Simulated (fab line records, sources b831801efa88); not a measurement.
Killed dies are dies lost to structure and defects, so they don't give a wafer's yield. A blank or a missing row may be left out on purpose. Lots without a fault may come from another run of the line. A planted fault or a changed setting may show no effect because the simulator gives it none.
Which tool did it? | flow sky130 | 13 lots, 38 wafers sampled, at 2 steps of a route of 708

WHAT THE GAUGES READ, wafer by wafer
SKY_FIELD_ISO_BOW_MEAS_00.
lot  | measured    | on            | INCOMING_BOW (um)
L447 | day 1 10:00 | film_metro-02 | -4 -3 3
L448 | day 1 15:01 | film_metro-03 | 4 15 -5
L455 | day 3 02:01 | film_metro-03 | -2 1
L457 | day 3 12:02 | film_metro-03 | 1 7 8
L458 | day 3 17:01 | film_metro-02 | 7 -14 -7
L459 | day 3 22:02 | film_metro-02 | -7 9 -1
L460 | day 4 03:01 | film_metro-01 | 8 -3 2
L461 | day 4 08:00 | film_metro-02 | -7 -1 -1
L464 | day 4 23:01 | film_metro-01 | -5 -5 -3
L465 | day 5 04:00 | film_metro-02 | -2 3 -2
L466 | day 5 09:00 | film_metro-01 | -1 3 -1
L467 | day 5 14:00 | film_metro-01 | -2 2 -4
L468 | day 5 19:00 | film_metro-01 | 10 -1 -3

SKY_FIELD_ISO_THK_MEAS_23.
lot  | measured    | on            | FIELD_ISO_OXIDATION_01_THK (nm)
L447 | day 2 09:29 | film_metro-02 | 10.12 9.99 10.25
L448 | day 2 16:12 | film_metro-01 | 9.85 9.85 9.94
L455 | day 4 02:28 | film_metro-02 | 10.16 9.92
L457 | day 4 12:30 | film_metro-03 | 10.05 10.02 9.95
L458 | day 4 20:04 | film_metro-01 | 9.62 9.70 9.65
L459 | day 4 23:40 | film_metro-01 | 9.98 9.79 9.96
L460 | day 5 04:02 | film_metro-01 | 9.62 9.66 9.61
L461 | day 5 09:06 | film_metro-02 | 9.84 9.94 9.84
L464 | day 5 23:02 | film_metro-03 | 9.84 9.66 9.76
L465 | day 6 03:05 | film_metro-01 | 9.80 10.05 9.92
L466 | day 6 08:44 | film_metro-03 | 10.31 10.33 10.26
L467 | day 6 15:04 | film_metro-01 | 9.57 9.72 9.76
L468 | day 6 20:13 | film_metro-01 | 10.21 10.09 10.04

WHICH TOOL RAN EACH LOT (tool, then ch and the chambers of the sampled wafers, then the start)
The record holds no process step before these readings.

WHAT THE TOOLS THEMSELVES READ (means of the sampled wafers that have a number; where no wafer has one, the mark that the record gives instead)
The record holds no such reading with a usual standard deviation.

THE ANSWER, worked out from the rows above alone
Rule: what is usual is taken from the lots themselves. Put in order of their means at a reading, lots are off if they are a third of the lots or fewer, leave a main group of 4 or more, and stand apart from it by a gap of 3 or more times the standard deviation of the main group's means; of several such gaps the widest counts. A main group whose means are all the same, to the digits that the tables above print for the reading, isn't used. A lot without any number at a reading at which 4 lots or more have one is off too. The other lots that the step has rows for count as sound. The gauges are gone through in route order, then the tools' own readings, and for those a lot's mean is taken as printed above. The first step at which some lot is off is used, and at that step the reading that is off furthest; a lot without a number counts as furthest.
No lot is off at any reading shown: from this, nothing can be told.

WHAT THE SIMULATOR HAD PUT IN
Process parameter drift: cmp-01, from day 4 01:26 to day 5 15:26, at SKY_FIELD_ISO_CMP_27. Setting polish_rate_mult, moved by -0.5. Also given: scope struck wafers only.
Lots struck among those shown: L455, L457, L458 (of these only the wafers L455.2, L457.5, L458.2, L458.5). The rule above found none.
